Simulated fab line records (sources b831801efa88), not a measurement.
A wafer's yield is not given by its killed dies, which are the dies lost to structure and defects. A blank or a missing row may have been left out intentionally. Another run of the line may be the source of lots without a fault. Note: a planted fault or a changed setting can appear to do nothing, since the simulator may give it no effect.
One fault seen from 2 desks    flow gf180mcu    only its own numbers are on each desk; what lay behind them is given at the end

== DESK OF THE TOOL OWNER: plasma-asher-02 ==
The tool's own readings at GF_M4_STRIP_17 (strips in O2/N2): means of the sampled wafers that have a number, for each lot that ran on this tool. A lot is out of limits, marked OUT, if its mean lies more than 4 standard deviations from the usual mean; the brackets give that distance.
Columns: A = chamber-pressure-mTorr at GF_M4_STRIP_17, usual 1500.2 mTorr; B = drypump-motor-current-A at GF_M4_STRIP_17, usual 5.7 A; C = heater-power-w at GF_M4_STRIP_17, usual 307 W; D = oes-product-au at GF_M4_STRIP_17, usual 0.558 a.u.; E = strip-time-to-endpoint-s at GF_M4_STRIP_17, usual 7.87 s
lot   first seen here  A       B    C    D      E
L317  day 25 14:43     1501.6  5.2  292  0.559  7.92
L327  day 28 20:23     1499.2  5.2  296  0.554  7.84
L332  day 30 04:41     1501.0  5.2  294  0.555  7.87
L334  day 30 15:13     1500.4  5.2  296  0.561  7.92
Result from this desk: across the 4 lots, nothing is out of limits.

== THE METROLOGY DESK ==
What the gauges read, lot by lot, whatever tool the lot ran on: means of the sampled wafers that have a number. A lot is out of limits, marked OUT, if its mean lies more than 4 standard deviations from the usual mean; the brackets give that distance.
Columns: A = M4_ALCU_THK at GF_M4_THK_MEAS_06, usual 452 nm
lot   first seen here  A
L311  day 22 14:31     449
L313  day 23 07:14     451
L314  day 23 14:16     451
L317  day 24 17:45     456
L318  day 24 21:49     454
L319  day 25 09:34     451
L327  day 28 01:08     455
L328  day 28 04:36     449
L329  day 28 17:10     454
L331  day 29 01:07     449
L332  day 29 10:10     454
L333  day 29 11:05     452
L334  day 29 20:47     457
Result from this desk: across the 13 lots, nothing is out of limits.

== ALL TOGETHER ==
The desk of the tool owner found nothing out of limits.
From the metrology desk's view, nothing was out of limits.

== WHAT THE SIMULATOR HAD INSERTED ==
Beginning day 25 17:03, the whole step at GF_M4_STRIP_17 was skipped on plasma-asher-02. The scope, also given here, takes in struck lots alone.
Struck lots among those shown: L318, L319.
